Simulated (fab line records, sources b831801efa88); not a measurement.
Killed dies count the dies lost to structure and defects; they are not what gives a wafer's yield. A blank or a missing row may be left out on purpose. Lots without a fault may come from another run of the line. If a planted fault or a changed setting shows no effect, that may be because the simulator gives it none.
A struck lot beside a sound one || flow sky130 || 20 steps out of a route of 708
Sound: wafers L240.2, L240.4, L240.6. Wafers struck: L252.1, L252.3, L252.4. The cause comes at the end.
For every step that has rows: the tool of each side, followed by ch and its chambers, followed by its first start. Under that, the readings that differ: sound wafers || struck wafers || difference of the means || sigmas: that difference in standard deviations of wafers without a fault.
alike: same words and numbers on both sides, and readings whose means sit less than 2 such deviations apart. not compared: any withheld reading, any reading some wafer has no value for, any bound like >300 that may hide the same value, and any number with overlapping values for which the record gives no deviation.
A row with sigmas, a row that says differs or no value, or rows on one side alone: a step with any of these is where the two part. Non-overlapping numbers with no deviation appear without sigmas and do not part them. Lack of a reading on every wafer of one side parts them only where that side has two or more wafers.

first, 6 steps without rows for these wafers: SKY_VT_ADJUST_PCH_HMDS_01 (prime time 60 s); SKY_VT_ADJUST_PCH_COAT_02 (resist thk 3000 nm); SKY_VT_ADJUST_PCH_SOFTBAKE_03; SKY_VT_ADJUST_PCH_EXPOSE_04 (exposes mask NWM, target cd 840 nm); SKY_VT_ADJUST_PCH_PEB_05; SKY_VT_ADJUST_PCH_DEVELOP_06 (develop time 60 s).
SKY_VT_ADJUST_PCH_OVL_MEAS_07:
  sound on overlay-01, day 13 06:51; struck on overlay-01, day 16 07:56
  alike: VT_ADJUST_PCH_OVL
next, for these wafers, 1 step has no rows: SKY_VT_ADJUST_PCH_IMPLANT_08.
SKY_VT_ADJUST_PCH_STRIP_09: strips in O2/N2.
  sound on plasma-asher-04 ch 0,1, day 13 07:02; struck on plasma-asher-01 ch 0,1, day 16 08:07
{"reading": "drypump-motor-current-A (A)", "sound": "5.9 5.8 5.9", "struck": "5.3 5.1 5.3", "difference": -0.6, "sigmas": -2}
  alike: oes-product-au, strip-time-to-endpoint-s
  not compared: rf-hours-counter-h
SKY_VT_ADJUST_PCH_TW_MEAS_10:
  sound on film-metro-03, day 13 07:08; struck on film-metro-02, day 16 08:13
  alike: VT_ADJUST_PCH_TW
then, 2 steps without rows for these wafers: SKY_SONOS_TUNNEL_DEHYDRATE_00 (time 60 s); SKY_SONOS_TUNNEL_HMDS_01 (prime time 60 s).
SKY_SONOS_TUNNEL_COAT_02: resist thk 1140 nm.
  sound on litho-track-01 ch 0, day 13 19:49; struck on litho-track-01 ch 0, day 16 21:35
{"reading": "model.NOVOLAK_of_SONOS_TUNNEL_COAT_02.thk-nm (nm)", "sound": "1140 1144 1144", "struck": "914.5 911.6 915.1", "difference": -228.9, "sigmas": ""}
  alike: chill-plate-temp-C
then, 3 steps without rows for these wafers: SKY_SONOS_TUNNEL_SOFTBAKE_03 (time 60 s); SKY_SONOS_TUNNEL_EXPOSE_04 (exposes mask TUNM, target cd 410 nm); SKY_SONOS_TUNNEL_PEB_05.
SKY_SONOS_TUNNEL_DEVELOP_06: develop time 60 s.
  sound on litho-track-02 ch 0, day 14 08:20; struck on litho-track-03 ch 0, day 17 11:38
{"reading": "chill-plate-temp-C (C)", "sound": "23.13 23.18 23.10", "struck": "22.88 22.83 22.98", "difference": -0.24, "sigmas": -2}
{"reading": "model.NOVOLAK_of_SONOS_TUNNEL_COAT_02.thk-nm (nm)", "sound": "1140 1143 1144", "struck": "914.1 911.2 914.7", "difference": -229.0, "sigmas": ""}
  alike: developer-temp-C
SKY_SONOS_TUNNEL_CD_MEAS_07 targets a cd of 410 nm.
  sound on cd-sem-02, day 14 08:29; struck on cd-sem-01, day 17 11:47
{"reading": "cd-nm (nm)", "sound": "412.3 411.9 411.1", "struck": "436.5 436.6 437.9", "difference": "+25.2", "sigmas": "+14"}
SKY_SONOS_TUNNEL_OVL_MEAS_08:
  sound on overlay-02, day 14 08:35; struck on overlay-01, day 17 11:55
  alike: SONOS_TUNNEL_OVL
next, for these wafers, 1 step has no rows: SKY_PAD_OPEN_PROBE_99.

== WHERE THEY PART ==
First at SKY_VT_ADJUST_PCH_STRIP_09; last, within this record, at SKY_SONOS_TUNNEL_CD_MEAS_07. Later steps at which nothing parts them and some readings are alike: SKY_SONOS_TUNNEL_OVL_MEAS_08.

WHY: the cause the simulator had injected
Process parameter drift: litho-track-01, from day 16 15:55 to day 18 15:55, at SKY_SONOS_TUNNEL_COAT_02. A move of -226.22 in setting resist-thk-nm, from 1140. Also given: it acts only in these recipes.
